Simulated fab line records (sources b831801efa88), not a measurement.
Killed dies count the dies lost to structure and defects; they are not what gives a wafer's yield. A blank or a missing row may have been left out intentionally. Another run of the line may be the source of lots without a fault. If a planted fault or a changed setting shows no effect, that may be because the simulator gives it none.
2 desks looking at one fault ; flow gf180mcu ; every desk sees just its own numbers, and what lay behind them comes last

## THE METROLOGY DESK
What the gauges read, lot by lot, whatever tool the lot ran on: means of the sampled wafers that have a number. Marked OUT: a lot whose mean sits more than 4 standard deviations from the usual mean, which makes it out of limits; the brackets give that distance.
Columns: A = DUAL_GATE_OVL at GF_DUAL_GATE_OVL_MEAS_11, usual -0.7 nm; B = HV_LDD_03_OVL at GF_HV_LDD_OVL_MEAS_47, usual 0.1 nm; C = PSD_TW at GF_PSD_TW_MEAS_11, usual 3180; D = PSD_RS at GF_PSD_RS_MEAS_15, usual 108.65 ohm/sq
lot;first seen here;A;B;C;D
L719;day 8 23:02;-3.8;-2.1;3178;108.53
L721;day 9 14:02;-1.5;-0.5;3203;108.82
L722;day 9 19:03;-1.3;-1.7;3099;118.47 (+33) OUT
L723;day 10 03:47;-1.5;-0.0;3166;108.63
L725;day 10 18:27;-1.3;-0.0;3020 (-5.2) OUT;117.93 (+31) OUT
L726;day 10 23:48;-0.3;-2.2;3046 (-4.3) OUT;115.64 (+23) OUT
L733;day 12 23:34;-1.8;0.4;3128;108.31
L734;day 13 13:14;-3.6;0.6;3209;108.23
L737;day 14 04:54;-0.8;-0.1;3217;108.88
L739;day 14 18:35;-2.0;2.6;3211;108.95
L740;day 15 04:59;1.4;0.7;3203;108.82
This desk's finding: out of limits on L722, L725, L726; first on L722, day 15 22:53 (PSD_RS at GF_PSD_RS_MEAS_15). In limits: L719, L721, L723, L733, L734, L737, L739, L740.

## AT THE TOOL OWNER'S DESK: implanter-04
GF_PSD_IMPLANT_09, tool's own readings: per-lot mean of the sampled wafers with a number, covering each lot this tool ran. Marked OUT: a lot whose mean sits more than 4 standard deviations from the usual mean, which makes it out of limits; the brackets give that distance.
Columns: A = beamOnS at GF_PSD_IMPLANT_09, usual 9.98 s; B = faradayCurrentUA at GF_PSD_IMPLANT_09, usual 8265
lot;first seen here;A;B
L721;day 15 18:38;10.12;8140
L722;day 15 21:14;8.39 (-8.4) OUT;9965 (+11) OUT
L725;day 17 01:21;8.25 (-9.1) OUT;10129 (+12) OUT
L726;day 17 09:22;8.69 (-6.8) OUT;9640 (+8.6) OUT
L734;day 20 19:52;10.00;8263
L737;day 21 15:13;10.09;8130
L740;day 22 16:28;9.98;8280
This desk's finding: out of limits on L722, L725, L726; first on L722, day 15 21:14 (beamOnS at GF_PSD_IMPLANT_09). In limits: L721, L734, L737, L740.

## PUT TOGETHER
An alarm could have come from the tool owner's desk at day 15 21:14, on L722, L725, L726.
At day 15 22:53 the metrology desk could have sounded an alarm, on L722, L725, L726.
On implanter-04, each named lot ran GF_PSD_IMPLANT_09.

## WHAT WAS PUT IN BY THE SIMULATOR
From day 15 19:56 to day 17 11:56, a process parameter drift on implanter-04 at GF_PSD_IMPLANT_09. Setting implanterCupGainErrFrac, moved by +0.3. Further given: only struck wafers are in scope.
Struck lots among those shown: L722, L725, L726.
Hours from the fault's start to each desk's first reading out of limits: the tool owner's desk, 1; the metrology desk, 3.
